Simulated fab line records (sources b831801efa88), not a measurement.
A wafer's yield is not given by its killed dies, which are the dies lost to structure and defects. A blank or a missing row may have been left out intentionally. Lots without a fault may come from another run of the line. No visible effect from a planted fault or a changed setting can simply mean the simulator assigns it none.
Struck lot and sound lot, side by side | flow sky130 | 35 steps out of a route of 708
Sound: wafers L907.1, L907.2, L907.3. Struck: wafer L913.6 (left out: L913.1, L913.5 of the same lot, which were not struck); the cause appears at the end.
Per side, at each step with rows, come the tool, then ch with its chambers, and then its first start. Under that, the readings that differ: sound wafers | struck wafers | difference of the means | sigmas: that difference in standard deviations of wafers without a fault.
alike: words and numbers the same on both sides, and readings whose means are apart by under 2 such deviations; not compared: readings that were withheld, readings missing a value for some wafer, numbers with overlapping values and no deviation given by the record, and bounds like >300 which may hide the same value.
The two part at a step that has a row with sigmas, a row that says differs or no value, or rows on one side only. Numbers that have no deviation but don't overlap get no sigmas and don't part them. A reading missing from all wafers of one side parts the sides only when that side holds two or more wafers.

SKY_SD_P_CD_MEAS_07: target cd 380 nm.
  sound: cd sem-01 at day 28 18:19; struck: cd sem-01 at day 30 20:56
  alike: cd nm
SKY_SD_P_OVL_MEAS_08:
  sound: overlay-02 at day 28 18:26; struck: overlay-01 at day 30 21:03
  reading       | sound       | struck | difference | sigmas
  SD_P_OVL (nm) | 3.2 4.0 3.5 | 0.7    | -2.9       | -2
then, 1 step without rows for these wafers: SKY_SD_P_IMPLANT_09.
SKY_SD_P_STRIP_10: strips in O2/N2.
  sound on plasma asher-02 ch 0,1, day 28 18:37; struck on plasma asher-02 ch 0, day 30 21:14
  alike: drypump motor current A, oes product au, strip time to endpoint s
  not compared: rf hours counter h
SKY_SD_P_TW_MEAS_11:
  sound: film metro-04 at day 28 18:43; struck: film metro-04 at day 30 21:20
  alike: SD_P_TW
then, 7 steps without rows for these wafers: SKY_RES_XHIGH_DEHYDRATE_00 (time 60 s); SKY_RES_XHIGH_HMDS_01 (prime time 60 s); SKY_RES_XHIGH_COAT_02 (resist thk 1140 nm); SKY_RES_XHIGH_SOFTBAKE_03 (time 60 s); SKY_RES_XHIGH_EXPOSE_04 (exposes mask URPM, target cd 1270 nm); SKY_RES_XHIGH_PEB_05; SKY_RES_XHIGH_DEVELOP_06 (develop time 60 s).
SKY_RES_XHIGH_IMPLANT_07:
  sound on implanter-02 ch 0, day 29 22:17; struck on implanter-02 ch 0, day 32 00:13
  alike: beam on s, faraday current uA
SKY_RES_XHIGH_STRIP_08: strips in O2/N2.
  sound on plasma asher-03 ch 0,1, day 29 22:26; struck on plasma asher-04 ch 1, day 32 00:22
  reading                     | sound          | struck | difference | sigmas
  drypump motor current A (A) | 5.25 5.44 5.19 | 5.87   | +0.58      | +2
  alike: oes product au, strip time to endpoint s
  not compared: rf hours counter h
SKY_RES_XHIGH_TW_MEAS_09:
  sound: film metro-02 at day 29 22:32; struck: film metro-04 at day 32 00:28
  alike: RES_XHIGH_TW
then, 7 steps without rows for these wafers: SKY_SD_N_DEHYDRATE_00 (time 60 s); SKY_SD_N_HMDS_01 (prime time 60 s); SKY_SD_N_COAT_02 (resist thk 1140 nm); SKY_SD_N_SOFTBAKE_03 (time 60 s); SKY_SD_N_EXPOSE_04 (exposes mask NSDM, target cd 380 nm); SKY_SD_N_PEB_05; SKY_SD_N_DEVELOP_06 (develop time 60 s).
SKY_SD_N_CD_MEAS_07: target cd 380 nm.
  sound: cd sem-02 at day 31 01:48; struck: cd sem-01 at day 33 03:39
  reading    | sound       | struck | difference | sigmas
  cd nm (nm) | 384 382 384 | 376    | -7         | -2
SKY_SD_N_OVL_MEAS_08:
  sound: overlay-02 at day 31 01:55; struck: overlay-02 at day 33 03:46
  alike: SD_N_OVL
then, 2 steps without rows for these wafers: SKY_SD_N_IMPLANT_09; SKY_SD_N_IMPLANT_10.
SKY_SD_N_STRIP_11: strips in O2/N2.
  sound on plasma asher-04 ch 0,1, day 31 02:16; struck on plasma asher-02 ch 0, day 33 04:07
  alike: drypump motor current A, oes product au, strip time to endpoint s
  not compared: rf hours counter h
SKY_SD_N_TW_MEAS_12:
  sound: film metro-04 at day 31 02:22; struck: film metro-03 at day 33 04:13
  alike: SD_N_TW
then, 1 step without rows for these wafers: SKY_SD_N_CLEAN_13 (cleans in SC1/SC2, time 150 s).
SKY_SD_N_RTA_14: time 2 s.
  sound on rtp anneal-01 ch 0, day 31 02:28; struck on rtp anneal-01 ch 0, day 33 04:19
  alike: lamp power pct, wafer_temp_C_max
SKY_SD_N_RS_MEAS_16: a four-point-probe measurement.
  sound: film metro-03 at day 31 02:39; struck: film metro-04 at day 33 04:29
  alike: SD_N_RS
SKY_SD_N_RS_MEAS_17: a four-point-probe measurement.
  sound: film metro-03 at day 31 02:46; struck: film metro-04 at day 33 04:37
  alike: SD_P_RS
SKY_SD_N_RS_MEAS_18: a four-point-probe measurement.
  sound: film metro-03 at day 31 02:53; struck: film metro-04 at day 33 04:44
  reading               | sound             | struck | difference | sigmas
  RES_XHIGH_RS (ohm/sq) | 332.5 331.3 333.7 | 347.7  | +15.2      | +12
then, 1 step without rows for these wafers: SKY_SALICIDE_CLEAN_00 (cleans in HF-last, time 30 s).
-- the record jumps here: 16 days lie between the struck wafers' starts before and after (it left off in module SALICIDE and takes up again in module PAD_OPEN, whose first step shown is number 708 of the route) --
SKY_PAD_OPEN_PROBE_99:
  sound: prober-01 at day 47 23:49; struck: prober-01 at day 49 13:55
  reading                                  | sound             | struck | difference | sigmas
  killed dies                              | 82 89 96          | 69     | -20        | -2
  model.etest.res xhigh po.rs ohm sq range | 137.8 126.1 125.1 | 1886   | +1756      |
  alike: killed_at_M0_to_M3, killed_at_M4_up, killed at contacts, killed at front end, killed open, killed short

## WHERE THEY PART
Earliest at SKY_SD_P_OVL_MEAS_08; latest, in this record, at SKY_PAD_OPEN_PROBE_99.

WHY: what had been put in by the simulator
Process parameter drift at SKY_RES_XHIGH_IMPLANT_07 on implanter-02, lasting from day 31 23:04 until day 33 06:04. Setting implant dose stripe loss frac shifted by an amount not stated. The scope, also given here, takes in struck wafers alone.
